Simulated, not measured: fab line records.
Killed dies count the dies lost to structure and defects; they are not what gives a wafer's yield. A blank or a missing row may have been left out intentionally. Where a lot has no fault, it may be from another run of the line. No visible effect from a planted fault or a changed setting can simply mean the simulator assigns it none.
Matching of chambers | flow sky130 | 4 sister chambers for SKY_VIA3_ETCH_15 on rie diel-04
The step etches SiO2 in C4F8/O2/Ar, stops on TiN, target depth 507 nm, time 78 s. 16 wafers are shown with their chamber, then 8 later ones without.

== WAFERS, EACH WITH ITS CHAMBER ==
wafer  | chamber | oes product au (a.u.)
L074.1 | 0       | 0.946
L074.3 | 1       | 0.957
L074.5 | 0       | 0.955
L076.2 | 3       | 0.954
L076.5 | 3       | 0.947
L076.6 | 2       | 0.954
L080.1 | 1       | 0.949
L080.2 | 3       | 0.953
L080.6 | 3       | 0.944
L083.1 | 1       | 0.952
L083.2 | 2       | 0.948
L083.6 | 2       | 0.954
L085.1 | 0       | 0.949
L085.2 | 3       | 0.954
L085.6 | 0       | 0.957
L086.2 | 3       | 0.952

SIGNATURES (averages over the wafers above)
reading        | chamber 0 | chamber 1 | chamber 2 | chamber 3 | scatter within a chamber
oes product au | 0.95175   | 0.95267   | 0.95200   | 0.95067   | 0.00431
Rule: a wafer's distance from a chamber is the root of the sum, over the readings, of the square of ((its reading less the chamber's mean) divided by the reading's scatter). The wafer belongs to the nearest chamber; if the next one is less than 2 further off, it can't be placed. How the scatter is found: for the shown wafers, subtract from each reading the mean of its chamber, square and add these, divide the total by (wafers less chambers), then take the root.

== WAFERS MISSING THEIR CHAMBER ==
wafer  | oes product au (a.u.)
L086.3 | 0.953
L086.6 | 0.957
L093.2 | 0.957
L093.4 | 0.940
L093.5 | 0.963
L094.1 | 0.954
L094.4 | 0.956
L094.6 | 0.945

== WHICH CHAMBER EACH WENT THROUGH ==
wafer  | from the rows above               | in truth
L086.3 | can't be placed: 1 or 2 or 0 or 3 | 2
L086.6 | can't be placed: 1 or 2 or 0 or 3 | 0
L093.2 | can't be placed: 1 or 2 or 0 or 3 | 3
L093.4 | can't be placed: 3 or 0 or 2 or 1 | 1
L093.5 | can't be placed: 1 or 2 or 0 or 3 | 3
L094.1 | can't be placed: 1 or 2 or 0 or 3 | 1
L094.4 | can't be placed: 1 or 2 or 0 or 3 | 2
L094.6 | can't be placed: 3 or 0 or 2 or 1 | 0
Correct placement for 0 of the 8. These rows do not allow placing 8 (true chamber among the candidates in 8). Wrongly placed: 0.
